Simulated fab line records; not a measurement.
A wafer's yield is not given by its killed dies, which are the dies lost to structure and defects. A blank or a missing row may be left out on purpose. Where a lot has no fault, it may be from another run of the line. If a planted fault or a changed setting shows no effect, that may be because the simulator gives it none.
fab line records    flow gf180mcu
record lots=14  wafers=42  last_day=34
route steps=602 shown HV_LDD@180 SALICIDE@286 V2@397
lots that met no fault: taken from a fault-free run of the same line
start_h: hours from the record's first day to the start of the lot's first wafer shown    wait_h: time in hours since the lot's previous step    " identical to the entry in the row above    L1.1+2: several wafers, shown together as one row    - no value, or no start was given    * or withheld: withheld    < > ~ a bound
route shown NAME@n: names a module that has steps shown in the file, with the first one's number in the route    usual: the fault-free wafers' mean and standard deviation    same: alike in all rows    chamber/n: place in a boat    sites: per-site readings    _std_site: standard deviation of those values    _edge_site: the outer-site mean with the inner-site mean subtracted    radius_mm: how far each site lies from the wafer's centre    mask NAME#n: copy n    behind: the last tool/chamber to shape the wafer    hold: the reason the lot was held/the length of the hold in hours/how it ended    device: names the non-switching transistor (n, p or np)    end of line: the route-end tests of the same wafers    where a step has no rows: the recipe by itself    killed: not the wafer's yield, but the dies lost to structure and defects at the first sort    map: per-die view of a wafer (x killed, . not killed, _ where there is no die)
set.NAME: the run value of the setting; set.NAME@STEP: its run value at that earlier step    model.NAME: the simulator's own value behind a step, which no gauge read
route steps across a sampled set of lots; one table per step, one row per wafer
services: the hour from which a tool's chamber was out of use, counted from the record's first day as start_h (under 0 if before that day), plus the number of hours and why
## steps
# step GF_HV_LDD_EXPOSE_04
# recipe mask_id=Nplus_LV_AREA  target_cd_nm=400  na=0.6  source_shape=conventional  sigma_outer=0.6  dose_mj=140
# usual exposure_dose_mJ_cm2=139.97/0.14  focus_offset_nm=0.0/0.55
lot.wafer  tool              chamber  start_h  wait_h  mask             exposure_dose_mJ_cm2  focus_offset_nm
L631.1     iline_stepper-01  0        217.20   -       Nplus_LV_AREA#0  140.02                0.1
L631.2     "                 0        "        "       Nplus_LV_AREA#0  140.08                0.6
L631.4     "                 0        "        "       Nplus_LV_AREA#0  139.94                -0.3
L632.1     iline_stepper-02  0        225.93   -       Nplus_LV_AREA#0  140.10                0.7
L632.3     "                 0        "        "       Nplus_LV_AREA#0  139.92                -0.3
L632.4     "                 0        "        "       Nplus_LV_AREA#0  140.01                -0.3
L633.1     iline_stepper-02  0        232.66   -       Nplus_LV_AREA#0  139.90                0.9
L633.2     "                 0        "        "       Nplus_LV_AREA#0  139.65                0.2
L633.6     "                 0        "        "       Nplus_LV_AREA#0  140.03                1.0
L635.1     iline_stepper-01  0        242.25   -       Nplus_LV_AREA#0  139.83                1.4
L635.2     "                 0        "        "       Nplus_LV_AREA#0  139.72                -0.1
L635.4     "                 0        "        "       Nplus_LV_AREA#0  140.09                0.7
L637.1     iline_stepper-02  0        256.65   -       Nplus_LV_AREA#0  139.90                0.7
L637.5     "                 0        "        "       Nplus_LV_AREA#0  139.97                -0.5
L637.6     "                 0        "        "       Nplus_LV_AREA#0  139.83                0.8
L639.2     iline_stepper-01  0        269.96   -       Nplus_LV_AREA#0  140.08                1.3
L639.4     "                 0        "        "       Nplus_LV_AREA#0  140.02                0.2
L639.6     "                 0        "        "       Nplus_LV_AREA#0  140.04                0.2
L642.2     iline_stepper-01  -        291.33   -       Nplus_LV_AREA#0  -                     -
L642.5     "                 -        "        "       Nplus_LV_AREA#0  -                     -
L642.6     "                 -        "        "       Nplus_LV_AREA#0  -                     -
L643.2     iline_stepper-02  -        302.37   -       Nplus_LV_AREA#0  -                     -
L643.3     "                 -        "        "       Nplus_LV_AREA#0  -                     -
L643.5     "                 -        "        "       Nplus_LV_AREA#0  -                     -
L647.2     iline_stepper-02  0        333.35   -       Nplus_LV_AREA#0  139.77                -0.6
L647.4     "                 0        "        "       Nplus_LV_AREA#0  139.68                0.0
L647.5     "                 0        "        "       Nplus_LV_AREA#0  139.87                -0.6
L648.1     iline_stepper-02  0        341.08   -       Nplus_LV_AREA#0  139.98                0.0
L648.5     "                 0        "        "       Nplus_LV_AREA#0  139.98                0.0
L648.6     "                 0        "        "       Nplus_LV_AREA#0  140.03                0.5
L649.2     iline_stepper-01  0        345.33   -       Nplus_LV_AREA#0  140.02                0.1
L649.3     "                 0        "        "       Nplus_LV_AREA#0  140.25                0.5
L649.5     "                 0        "        "       Nplus_LV_AREA#0  139.89                0.8
L650.3     iline_stepper-01  0        354.57   -       Nplus_LV_AREA#0  139.97                -1.4
L650.4     "                 0        "        "       Nplus_LV_AREA#0  139.87                -0.1
L650.5     "                 0        "        "       Nplus_LV_AREA#0  139.97                0.1
L651.1     iline_stepper-02  0        357.31   -       Nplus_LV_AREA#0  139.90                -0.5
L651.2     "                 0        "        "       Nplus_LV_AREA#0  139.77                0.8
L651.4     "                 0        "        "       Nplus_LV_AREA#0  139.95                -0.4
L653.2     iline_stepper-02  0        382.32   -       Nplus_LV_AREA#0  139.88                1.2
L653.3     "                 0        "        "       Nplus_LV_AREA#0  139.76                0.5
L653.5     "                 0        "        "       Nplus_LV_AREA#0  139.66                0.0
# step GF_SALICIDE_RTA_08
# recipe temp_c=800  time_s=30  ambient=N2
# usual lamp_power_pct=15.9/0.84  wafer_temp_C_max=802.6/0.59
# same time_s=30
lot.wafer  tool           chamber  start_h  wait_h  lamp_power_pct  wafer_temp_C_max
L631.1     rtp_anneal-01  0        349.66   0.0     15.3            802.2
L631.2     "              0        "        "       15.3            803.1
L631.4     "              0        "        "       15.3            801.8
L632.1     rtp_anneal-01  0        361.95   0.0     15.3            802.4
L632.3     "              0        "        "       15.3            802.8
L632.4     "              0        "        "       15.3            802.3
L633.1     rtp_anneal-01  0        370.95   0.0     15.3            802.9
L633.2     "              0        "        "       15.3            802.3
L633.6     "              0        "        "       15.3            802.7
L635.1     rtp_anneal-01  0        383.40   0.0     15.3            802.7
L635.2     "              0        "        "       15.3            802.8
L635.4     "              0        "        "       15.3            802.4
L637.1     rtp_anneal-01  0        400.60   0.0     15.3            802.4
L637.5     "              0        "        "       15.3            802.4
L637.6     "              0        "        "       15.3            801.9
L639.2     rtp_anneal-02  0        415.49   0.0     17.0            802.1
L639.4     "              0        "        "       17.0            803.4
L639.6     "              0        "        "       17.0            802.4
L647.2     rtp_anneal-01  0        490.82   0.0     15.3            802.0
L647.4     "              0        "        "       15.3            803.7
L647.5     "              0        "        "       15.3            803.1
L648.1     rtp_anneal-01  0        498.99   0.0     15.3            802.7
L648.5     "              0        "        "       15.3            803.0
L648.6     "              0        "        "       15.3            802.2
L649.2     rtp_anneal-02  0        504.49   0.0     17.0            801.9
L649.3     "              0        "        "       17.0            802.1
L649.5     "              0        "        "       17.0            802.9
L650.3     rtp_anneal-01  0        513.69   0.0     15.3            803.1
L650.4     "              0        "        "       15.3            803.3
L650.5     "              0        "        "       15.3            802.8
L651.1     rtp_anneal-02  0        518.10   0.0     17.0            802.5
L651.2     "              0        "        "       17.0            802.5
L651.4     "              0        "        "       17.0            802.1
L653.2     rtp_anneal-02  0        541.15   0.0     17.0            802.5
L653.3     "              0        "        "       17.0            803.1
L653.5     "              0        "        "       17.0            802.1
# step GF_V2_OVL_MEAS_15
# usual V2_OVL=-2/4.8
lot.wafer  tool        chamber  start_h  wait_h  V2_OVL[nm]
L631.1     overlay-02  -        473.80   0.1     0
L631.2     "           -        "        "       -6
L631.4     "           -        "        "       -13
L632.1     overlay-01  -        486.69   0.1     -8
L632.3     "           -        "        "       -3
L632.4     "           -        "        "       -1
L633.1     overlay-01  -        496.89   0.1     -1
L633.2     "           -        "        "       -8
L633.6     "           -        "        "       -2
L635.1     overlay-01  -        508.84   0.1     -3
L635.2     "           -        "        "       -4
L635.4     "           -        "        "       -6
L637.1     overlay-02  -        527.80   0.1     -12
L637.5     "           -        "        "       -4
L637.6     "           -        "        "       -8
L639.2     overlay-02  -        540.81   0.1     -7
L639.4     "           -        "        "       -3
L639.6     "           -        "        "       -3
L647.2     overlay-02  -        610.53   0.1     -6
L647.4     "           -        "        "       -3
L647.5     "           -        "        "       -6
L648.1     overlay-01  -        615.37   0.1     10
L648.5     "           -        "        "       8
L648.6     "           -        "        "       -2
L649.2     overlay-02  -        621.06   0.1     -3
L649.3     "           -        "        "       -11
L649.5     "           -        "        "       -7
L650.3     overlay-01  -        629.22   0.1     4
L650.4     "           -        "        "       -2
L650.5     "           -        "        "       -5
L651.1     overlay-01  -        635.09   0.1     -7
L651.2     "           -        "        "       -4
L651.4     "           -        "        "       -6
L653.2     overlay-02  -        651.96   0.1     -3
L653.3     "           -        "        "       -3
L653.5     "           -        "        "       -1
# step GF_V2_CVD_23
# recipe material=W  target_thk_nm=350  time_s=104.94  temp_c=400  pressure_torr=40
# usual heater_power_w=915/94
# same time_s=104.94
lot.wafer  tool      chamber  start_h  wait_h  heater_power_w
L631.1     cvd_w-02  0        474.60   0.0     985
L631.2     "         1        "        "       961
L631.4     "         0        "        "       983
L632.1     cvd_w-02  1        487.90   0.0     965
L632.3     "         1        "        "       937
L632.4     "         1        "        "       969
L633.1     cvd_w-01  1        497.70   0.0     711
L633.2     "         0        "        "       907
L633.6     "         1        "        "       697
L635.1     cvd_w-02  0        509.65   0.0     985
L635.2     "         1        "        "       985
L635.4     "         0        "        "       963
L637.1     cvd_w-01  0        528.64   0.0     887
L637.5     "         0        "        "       908
L637.6     "         1        "        "       708
L639.2     cvd_w-02  1        541.63   0.0     963
L639.4     "         1        "        "       953
L639.6     "         1        "        "       949
L647.2     cvd_w-02  0        611.36   0.0     981
L647.4     "         1        "        "       948
L647.5     "         1        "        "       946
L648.1     cvd_w-02  0        616.20   0.0     996
L648.5     "         0        "        "       980
L648.6     "         1        "        "       948
L649.2     cvd_w-01  1        621.86   0.0     732
L649.3     "         1        "        "       698
L649.5     "         1        "        "       720
L650.3     cvd_w-01  1        630.05   0.1     731
L650.4     "         0        "        "       915
L650.5     "         1        "        "       722
L651.1     cvd_w-02  1        635.92   0.0     971
L651.2     "         0        "        "       980
L651.4     "         0        "        "       976
L653.2     cvd_w-01  0        652.75   0.0     901
L653.3     "         1        "        "       713
L653.5     "         1        "        "       703
## services
tool              chamber  start_h  hours  kind
cvd_w-01          -        203.72   0.6    repair
cvd_w-01          0        213.40   9.6    repair
iline_stepper-02  -        217.13   1.7    pm
cvd_w-02          -        262.34   6.0    pm
rtp_anneal-01     -        265.73   4.7    pm
iline_stepper-01  -        310.82   0.8    repair
cvd_w-02          1        313.93   5.7    repair
iline_stepper-01  -        315.94   1.7    pm
iline_stepper-02  -        317.60   4.4    pm
iline_stepper-01  -        340.81   2.4    repair
cvd_w-02          -        390.00   14.0   pm
cvd_w-02          -        410.30   2.8    pm
iline_stepper-02  -        414.83   1.7    pm
cvd_w-02          -        418.88   6.9    pm
iline_stepper-01  -        436.48   2.1    pm
cvd_w-02          0        486.33   2.4    repair
cvd_w-02          0        499.25   4.1    repair
cvd_w-01          -        501.07   4.3    pm
iline_stepper-01  -        534.12   1.7    pm
iline_stepper-02  -        534.95   1.0    repair
iline_stepper-01  -        577.98   2.8    repair
cvd_w-02          -        609.86   0.9    repair
cvd_w-02          -        613.99   1.6    repair
iline_stepper-02  -        632.92   1.7    pm
## key
first_sign step=GF_HV_LDD_EXPOSE_04  reading=tool_record  direction=missing
effect none on later readings
met_at GF_HV_LDD_EXPOSE_04
struck_lots L642,L643
later_rows_left_out L642.2,L642.5,L642.6,L643.2,L643.3,L643.5
sort_left_out L642.2,L642.5,L642.6,L643.2,L643.3,L643.5
tester_left_out L642,L643
not_acting_at GF_SALICIDE_RTA_08,GF_V2_OVL_MEAS_15,GF_V2_CVD_23
onset_between 269.96 291.33
fault kind=skipped_step_whole  tool=iline_stepper-01,iline_stepper-02  chamber=-  onset_h=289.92  steps=GF_HV_LDD_EXPOSE_04  scope=struck_lots_only
# tester_left_out: of these lots the tester's yield and bins aren't shown, on N5 and GAA mostly nor the transistor test; their killed dies are dies lost to structure and defects alone, not to doping, threshold or leakage, so they don't give the yield
# sort_left_out: the simulated sort isn't trusted on such a fault, so these wafers' sort isn't shown, and their yield isn't known
# later_rows_left_out: the simulator's readings of these wafers behind a module that went badly wrong aren't trusted and aren't shown, but for the sort
